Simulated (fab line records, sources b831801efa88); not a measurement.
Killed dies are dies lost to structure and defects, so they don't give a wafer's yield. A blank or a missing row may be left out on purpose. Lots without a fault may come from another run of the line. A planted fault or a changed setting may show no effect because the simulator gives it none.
Chamber matching | flow gf180mcu | GF_V4_CVD_00 on hdpcvd-02: 3 sister chambers
The step deposits SiO2, target thk 600 nm, time 100 s. 6 wafers are shown with their chamber, then 6 later ones without.

WAFERS WITH THEIR CHAMBER
wafer  | chamber | sih4_flow_sccm (sccm)
L361.5 | 0       | 60.48
L361.6 | 2       | 59.66
L363.4 | 1       | 59.98
L363.6 | 0       | 60.10
L366.1 | 1       | 59.81
L366.3 | 2       | 60.18

WAFERS WITHOUT THEIR CHAMBER
wafer  | sih4_flow_sccm (sccm)
L366.4 | 60.00
L372.1 | 60.20
L372.4 | 59.74
L373.3 | 60.04
L374.1 | 59.61
L374.3 | 59.79

WHICH CHAMBER EACH WENT THROUGH
wafer  | from the rows above          | in truth
L366.4 | can't be placed: 2 or 1 or 0 | 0
L372.1 | can't be placed: 0 or 2 or 1 | 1
L372.4 | can't be placed: 1 or 2 or 0 | 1
L373.3 | can't be placed: 2 or 1 or 0 | 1
L374.1 | can't be placed: 1 or 2 or 0 | 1
L374.3 | can't be placed: 1 or 2 or 0 | 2
Placed correctly: 0 of 6. Can't be placed from these rows: 6 (the true chamber is among the candidates in 6). Placed wrongly: 0.
How it was worked out, from the rows above alone: a wafer's distance from a chamber is the root of the sum, over the readings, of the square of ((its reading less the chamber's mean) divided by the reading's scatter). The wafer belongs to the nearest chamber; if the next one is less than 2 further off, it can't be placed. A chamber's mean is the mean of its shown wafers. The scatter: the root of (the sum of the squares of (reading less its chamber's mean) over the shown wafers, divided by (wafers less chambers)).
